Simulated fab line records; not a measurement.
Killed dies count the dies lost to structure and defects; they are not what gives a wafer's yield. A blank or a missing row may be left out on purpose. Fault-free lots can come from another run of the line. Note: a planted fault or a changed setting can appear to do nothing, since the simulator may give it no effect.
fab line records | flow sky130
record: lots: 14 wafers: 42 last_day: 50
route steps=708 shown METAL1@450 VIA1@470 METAL2@501 VIA2@509
lots untouched by any fault: they come from a run of this same line in which no faults occurred
start_h: the number of hours between the record's first day and the start of the first shown wafer of the lot | wait_h: hours from the lot's prior step to this one | " repeats the value in the row above | L1.1+2: several wafers, shown together as one row | - no value, or no start was given | * or withheld: withheld | < > ~ a bound
route shown NAME@n: a module of which the file shows steps, and the number in the route of the first | usual: mean/standard deviation of fault-free wafers | same: alike in all rows | chamber/n: place in a boat | sites: the reading at each site | _std_site: the standard deviation of these | _edge_site: mean of outer sites minus mean of inner sites | radius_mm: for every site, how far away it sits from the centre of the wafer | mask NAME#n: copy n | behind: the last tool/chamber to shape the wafer | hold: what put the lot on hold/how long, in hours/how the hold closed | device: the n, p or np transistor that did not switch | end of line: the same wafers' tests at the end of the route | a step given without rows: its recipe and nothing more | killed: count of dies lost to structure and defects at first sort (not the wafer's yield) | map: per-die view of a wafer (x killed, . not killed, _ where there is no die)
set.NAME: the run value of the setting; set.NAME@STEP: its run value at that earlier step | model.NAME: the simulator's own value behind a step, which no gauge read
route steps across a sampled set of lots; one table per step, one row per wafer
services: the hour from which a tool's chamber was out of use, counted from the record's first day as start_h (under 0 if before that day), plus the number of hours and why
== steps ==
step: SKY_METAL1_OVL_MEAS_16
usual: METAL1_OVL: 0/5.9
columns lot.wafer tool chamber start_h wait_h METAL1_OVL[nm]
L644.1 overlay-01 - 760.29 0.1 3
L644.4 " - " " 1
L644.6 " - " " -1
L645.1 overlay-01 - 769.69 0.1 -13
L645.4 " - " " -14
L645.5 " - " " -2
L646.1 overlay-02 - 779.66 0.1 9
L646.2 " - " " 6
L646.5 " - " " 13
L647.2 overlay-02 - 784.13 0.1 -3
L647.3 " - " " 1
L647.5 " - " " 1
L648.1 overlay-02 - 803.57 0.1 -6
L648.2 " - " " -1
L648.5 " - " " -5
L649.2 overlay-02 - 805.18 0.1 -13
L649.3 " - " " -7
L649.5 " - " " 4
L651.2 overlay-01 - 816.43 0.1 -3
L651.3 " - " " 0
L651.4 " - " " -1
L652.2 overlay-01 - 829.33 0.1 2
L652.3 " - " " 8
L652.6 " - " " 7
L653.2 overlay-01 - 836.25 0.1 -3
L653.3 " - " " 6
L653.6 " - " " 1
L654.1 overlay-02 - 841.21 0.1 1
L654.2 " - " " 8
L654.5 " - " " 7
L655.1 overlay-02 - 850.11 0.1 -7
L655.5 " - " " 2
L655.6 " - " " -1
L656.3 overlay-01 - 858.85 0.1 -1
L656.4 " - " " -1
L656.6 " - " " -8
L663.1 overlay-02 - 917.92 0.1 0
L663.5 " - " " 0
L663.6 " - " " 0
L664.1 overlay-01 - 920.51 0.1 -2
L664.2 " - " " -6
L664.5 " - " " 0
step: SKY_VIA1_CD_MEAS_12
recipe: target_cd_nm: 150
usual: cd_nm: 150.2/1.9
columns lot.wafer tool chamber start_h wait_h cd_nm
L644.1 cd_sem-02 - 787.84 - 150.8
L644.4 " - " " 148.7
L644.6 " - " " 149.8
L645.1 cd_sem-01 - 797.57 - 152.0
L645.4 " - " " 153.6
L645.5 " - " " 153.5
L646.1 cd_sem-02 - 807.48 - 148.6
L646.2 " - " " 148.5
L646.5 " - " " 148.5
L647.2 cd_sem-02 - 811.15 - 151.4
L647.3 " - " " 151.5
L647.5 " - " " 152.6
L648.1 cd_sem-02 - 831.63 - 152.4
L648.2 " - " " 152.1
L648.5 " - " " 152.5
L649.2 cd_sem-02 - 833.39 - 148.8
L649.3 " - " " 150.9
L649.5 " - " " 147.2
L651.2 cd_sem-01 - 844.49 - 149.1
L651.3 " - " " 149.3
L651.4 " - " " 149.9
L652.2 cd_sem-02 - 857.11 - 149.3
L652.3 " - " " 148.9
L652.6 " - " " 151.5
L653.2 cd_sem-02 - 864.50 - 152.7
L653.3 " - " " 153.1
L653.6 " - " " 154.9
L654.1 cd_sem-01 - 868.89 - 148.2
L654.2 " - " " 150.6
L654.5 " - " " 150.3
L655.1 cd_sem-02 - 877.63 - 151.2
L655.5 " - " " 151.6
L655.6 " - " " 150.3
L656.3 cd_sem-02 - 885.47 - 150.4
L656.4 " - " " 148.2
L656.6 " - " " 149.7
L663.1 cd_sem-02 - 944.24 - 146.7
L663.5 " - " " 145.1
L663.6 " - " " 145.6
L664.1 cd_sem-01 - 946.62 - 153.5
L664.2 " - " " 151.3
L664.5 " - " " 154.1
step: SKY_METAL2_ETCH_18
recipe: chemistry: N2/H2 target: BARC ion_energy_ev: 200 bias_w: 100 pressure_mtorr: 30 n2_flow_sccm: 100 h2_flow_sccm: 200 icp_w: 500 stop_on: SiO2 time_s: 45.9 target_depth_a: 600
usual: drypump_motor_current_A: 6.1/0.32 h2_flow_sccm: 200.0/0.55 oes_product_au: 0.855/0.0047 throttle_valve_pct: 13.225/0.0091
columns lot.wafer tool chamber start_h wait_h drypump_motor_current_A h2_flow_sccm oes_product_au rf_hours_counter_h throttle_valve_pct
L644.1 rie_metal-02 0 816.14 0.0 5.8 201.3 0.860 8 13.229
L644.4 " 1 " " 6.6 200.5 0.850 - 13.233
L644.6 " 0 " " 5.8 200.7 0.854 - 13.230
L645.1 rie_metal-03 1 825.98 0.0 5.6 200.0 0.864 12 13.231
L645.4 " 1 " " 5.5 199.7 0.856 - 13.236
L645.5 " 1 " " 5.5 199.4 0.859 - 13.235
L646.1 rie_metal-02 1 836.40 0.0 6.6 200.9 0.849 2 13.221
L646.2 " 0 " " 5.8 200.1 0.852 9 13.225
L646.5 " 1 " " 6.6 200.3 0.853 - 13.229
L647.2 rie_metal-03 1 839.24 0.0 5.6 200.0 0.854 13 13.229
L647.3 " 1 " " 5.5 200.0 0.853 - 13.224
L647.5 " 0 " " 6.3 199.5 0.855 - 13.222
L648.1 rie_metal-02 1 859.44 0.0 6.6 199.8 0.848 3 13.218
L648.2 " 0 " " 5.8 200.1 0.859 10 13.233
L648.5 " 0 " " 5.8 200.2 0.857 - 13.226
L649.2 rie_metal-03 0 861.33 0.0 6.3 200.8 0.862 13 13.232
L649.3 " 0 " " 6.3 200.1 0.854 - 13.216
L649.5 " 1 " " 5.6 200.1 0.856 - 13.219
L651.2 rie_metal-01 0 872.38 0.0 6.2 200.4 0.856 9 13.225
L651.3 " 0 " " 6.2 200.8 0.861 - 13.223
L651.4 " 1 " " 6.0 199.9 0.847 - 13.215
L652.2 rie_metal-01 0 883.74 0.0 6.2 199.5 0.853 10 13.237
L652.3 " 1 " " 6.0 199.9 0.856 - 13.230
L652.6 " 0 " " 6.2 200.0 0.852 - 13.226
L653.2 rie_metal-01 0 892.17 0.0 6.1 198.8 0.859 10 13.231
L653.3 " 1 " " 6.0 199.5 0.857 - 13.220
L653.6 " 1 " " 6.0 197.7 0.865 - 13.222
L654.1 rie_metal-03 1 896.47 0.0 5.5 200.3 0.850 14 13.235
L654.2 " 0 " " 6.3 198.9 0.856 14 13.222
L654.5 " 0 " " 6.3 200.1 0.854 - 13.240
L655.1 rie_metal-03 1 905.84 0.0 5.6 199.5 0.857 15 13.229
L655.5 " 1 " " 5.6 199.6 0.861 - 13.228
L655.6 " 0 " " 6.3 200.0 0.859 - 13.239
L656.3 rie_metal-01 1 913.40 0.0 6.0 200.8 0.853 - 13.217
L656.4 " 0 " " 6.2 200.4 0.858 - 13.209
L656.6 " 0 " " 6.2 199.3 0.849 - 13.217
L663.1 rie_metal-02 0 969.88 0.0 5.8 200.0 0.852 16 13.225
L663.5 " 1 " " 6.6 200.9 0.855 - 13.214
L663.6 " 0 " " 5.8 199.8 0.849 - 13.229
L664.1 rie_metal-01 0 973.08 0.0 6.2 199.6 0.860 14 13.217
L664.2 " 1 " " 6.0 200.0 0.852 10 13.225
L664.5 " 1 " " 6.0 200.4 0.855 - 13.229
step: SKY_VIA2_CMP_02
recipe: material: SiO2 down_force_psi: 4 platen_rpm: 60 pad_velocity_m_s: 0.94248
usual: edge_zone_pressure_frac: 1.000/0.0047 head_pressure_psi: 4.000/0.0081 motor_current_A: 11.7/0.84
columns lot.wafer tool chamber start_h wait_h edge_zone_pressure_frac head_pressure_psi motor_current_A
L644.4 cmp-02 0 817.17 0.1 0.993 4.015 11.6
L644.1 " 2 " " 1.004 4.007 12.6
L644.6 " 3 " " 0.995 3.983 10.6
L645.1 cmp-01 3 826.99 0.1 1.002 3.992 11.4
L645.4 " 1 " " 0.994 3.988 11.2
L645.5 " 3 " " 1.001 4.005 12.6
L646.2 cmp-01 1 837.98 0.6 1.000 3.996 11.3
L646.1 " 3 " " 1.000 4.001 11.1
L646.5 " 1 " " 0.996 3.998 11.5
L647.3 cmp-01 0 840.28 0.1 0.998 4.005 13.1
L647.2 " 1 " " 0.998 4.008 11.9
L647.5 " 3 " " 1.006 3.998 12.2
L648.2 cmp-02 2 860.44 0.0 1.000 3.995 11.3
L648.1 " 3 " " 0.991 3.994 12.3
L648.5 " 3 " " 0.999 3.997 11.3
L649.2 cmp-01 3 862.26 0.0 0.999 3.995 12.1
L649.3 " 2 " " 1.001 3.993 11.2
L649.5 " 3 " " 0.998 3.992 11.9
L651.3 cmp-01 1 873.35 0.0 1.006 4.017 11.3
L651.2 " 3 " " 0.998 3.992 12.4
L651.4 " 0 " " 0.995 3.997 13.7
L652.2 cmp-01 1 884.67 0.0 1.000 4.000 11.2
L652.3 " 2 " " 0.996 4.003 10.7
L652.6 " 2 " " 1.008 3.981 11.1
L653.3 cmp-02 3 893.10 0.0 1.005 3.998 12.3
L653.2 " 0 " " 1.010 4.005 11.7
L653.6 " 0 " " 1.001 4.006 10.8
L654.1 cmp-01 0 897.50 0.1 0.995 3.996 13.2
L654.2 " 1 " " 1.001 4.007 11.1
L654.5 " 2 " " 0.997 3.993 10.9
L655.1 cmp-02 2 906.93 0.2 1.002 4.025 11.7
L655.6 " 3 " " 1.002 4.008 12.3
L655.5 " 0 " " 0.999 3.984 12.1
L656.3 cmp-01 3 914.58 0.3 1.001 4.004 12.6
L656.4 " 1 " " 1.008 4.006 11.6
L656.6 " 0 " " 1.002 3.997 13.2
L663.1 cmp-01 2 970.91 0.1 - - -
L663.6 " 0 " " - - -
L663.5 " 1 " " - - -
L664.1 cmp-01 2 974.01 0.1 - - -
L664.2 " 0 " " - - -
L664.5 " 3 " " - - -
step: SKY_VIA2_BOW_MEAS_03
recipe: mode: bow
usual: VIA2_BOW: 86/6.8
columns lot.wafer tool chamber start_h wait_h VIA2_BOW[um]
L644.1 film_metro-04 - 817.42 0.1 84
L644.4 " - " " 93
L644.6 " - " " 80
L645.1 film_metro-04 - 827.29 0.2 79
L645.4 " - " " 74
L645.5 " - " " 86
L646.1 film_metro-01 - 838.23 0.1 65
L646.2 " - " " 86
L646.5 " - " " 77
L647.2 film_metro-04 - 840.50 0.1 93
L647.3 " - " " 83
L647.5 " - " " 84
L648.1 film_metro-04 - 860.74 0.2 93
L648.2 " - " " 92
L648.5 " - " " 81
L649.2 film_metro-03 - 862.58 0.3 94
L649.3 " - " " 91
L649.5 " - " " 80
L651.2 film_metro-04 - 873.67 0.2 83
L651.3 " - " " 89
L651.4 " - " " 101
L652.2 film_metro-03 - 884.99 0.3 94
L652.3 " - " " 85
L652.6 " - " " 86
L653.2 film_metro-03 - 893.42 0.2 90
L653.3 " - " " 87
L653.6 " - " " 82
L654.1 film_metro-03 - 897.70 0.1 98
L654.2 " - " " 86
L654.5 " - " " 81
L655.1 film_metro-04 - 907.08 0.1 78
L655.5 " - " " 79
L655.6 " - " " 94
L656.3 film_metro-01 - 914.92 0.3 89
L656.4 " - " " 74
L656.6 " - " " 90
L663.1 film_metro-01 - 971.12 0.2 107
L663.5 " - " " 116
L663.6 " - " " 113
L664.1 film_metro-01 - 974.31 0.2 121
L664.2 " - " " 117
L664.5 " - " " 111
step: SKY_VIA2_ETCH_15
recipe: target: SiO2 chemistry: C4F8/O2/Ar target_depth_nm: 546 stop_on: TiN mask_material: KrF-thick source_w: 1500 bias_w: 1200 pressure_mtorr: 40 c4f8_flow_sccm: withheld O2_flow_sccm: 6 Ar_flow_sccm: 300 time_s: 84
usual: oes_product_au: 0.940/0.0048
columns lot.wafer tool chamber start_h wait_h oes_product_au rf_hours_counter_h
L644.1 rie_diel-03 2 844.38 0.0 0.949 10
L644.4 " 0 " " 0.925 13
L644.6 " 2 " " 0.937 -
L645.1 rie_diel-01 0 853.08 0.0 0.942 0
L645.4 " 0 " " 0.943 -
L645.5 " 3 " " 0.935 -
L646.1 rie_diel-01 2 864.76 0.0 0.939 5
L646.2 " 0 " " 0.937 1
L646.5 " 0 " " 0.945 -
L647.2 rie_diel-01 2 867.17 0.0 0.945 5
L647.3 " 0 " " 0.938 1
L647.5 " 0 " " 0.942 -
L648.1 rie_diel-03 2 886.15 0.0 0.944 12
L648.2 " 1 " " 0.947 17
L648.5 " 2 " " 0.944 -
L649.2 rie_diel-02 1 888.12 0.0 0.938 24
L649.3 " 2 " " 0.931 10
L649.5 " 0 " " 0.938 -
L651.2 rie_diel-02 2 900.22 0.0 0.942 10
L651.3 " 3 " " 0.936 2
L651.4 " 0 " " 0.941 6
L652.2 rie_diel-02 2 910.78 0.0 0.937 11
L652.3 " 3 " " 0.940 3
L652.6 " 0 " " 0.943 -
L653.2 rie_diel-02 1 919.52 0.0 0.942 25
L653.3 " 3 " " 0.940 3
L653.6 " 2 " " 0.937 -
L654.1 rie_diel-02 3 922.77 0.0 0.939 3
L654.2 " 0 " " 0.941 7
L654.5 " 1 " " 0.939 -
L655.1 rie_diel-01 1 933.03 0.0 0.936 1
L655.5 " 2 " " 0.945 -
L655.6 " 3 " " 0.940 -
L656.3 rie_diel-01 0 939.25 0.0 0.933 2
L656.4 " 3 " " 0.935 8
L656.6 " 2 " " 0.941 -
L663.1 rie_diel-02 3 995.05 0.0 1.641 5
L663.5 " 2 " " 1.635 -
L663.6 " 1 " " 1.637 -
L664.1 rie_diel-03 0 998.18 0.0 1.599 18
L664.2 " 3 " " 1.623 29
L664.5 " 3 " " 1.616 -
== services ==
columns tool chamber start_h hours kind
rie_diel-02 3 800.19 - clean
rie_diel-02 3 800.19 26.1 scheduled_down
rie_diel-02 3 800.19 26.1 vent_cycle
rie_diel-02 2 806.24 23.3 repair
rie_metal-01 - 810.29 0.5 repair
rie_diel-01 0 822.81 - clean
rie_diel-01 0 822.81 13.9 scheduled_down
rie_diel-01 0 822.81 13.9 vent_cycle
cmp-02 - 834.53 3.8 repair
cmp-01 - 849.31 3.4 repair
cmp-01 - 861.18 0.8 repair
cmp-02 - 895.50 4.1 pm
rie_diel-01 0 899.64 4.7 repair
cmp-01 - 900.53 0.6 repair
rie_diel-01 2 903.55 2.1 repair
rie_diel-01 - 911.74 14.6 pm
cmp-02 - 912.14 4.0 pm
cmp-01 - 943.29 0.4 repair
rie_metal-01 - 944.44 1.2 repair
cmp-01 - 947.81 7.6 repair
cmp-01 - 956.24 6.8 pm
rie_diel-03 2 982.33 4.8 repair
rie_metal-01 - 993.12 0.4 repair
rie_metal-03 - 996.96 28.1 pm
== key ==
first_sign: step: SKY_VIA2_CMP_02 reading: tool_record direction: missing
effect: step: SKY_VIA2_BOW_MEAS_03 reading: VIA2_BOW direction: up sigmas: 4.1 usual: 86 struck: 114
effect: step: SKY_VIA2_ETCH_15 reading: oes_product_au direction: up sigmas: 99+ usual: 0.940 struck: 1.625
met_at SKY_VIA2_CMP_02
struck_lots L663,L664
later_rows_left_out L663.1,L663.5,L663.6,L664.1,L664.2,L664.5
sort_left_out L663.1,L663.5,L663.6,L664.1,L664.2,L664.5
not_acting_at SKY_METAL1_OVL_MEAS_16,SKY_VIA1_CD_MEAS_12,SKY_METAL2_ETCH_18
onset_between 914.58 970.91
fault: kind: skipped_step_whole tool: cmp-01 chamber: - onset_h: 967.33 steps: SKY_VIA2_CMP_02 scope: struck_lots_only
sort_left_out: the simulated sort isn't trusted on such a fault, so these wafers' sort isn't shown, and their yield isn't known
later_rows_left_out: the simulator's readings of these wafers behind a module that went badly wrong aren't trusted and aren't shown, but for the sort
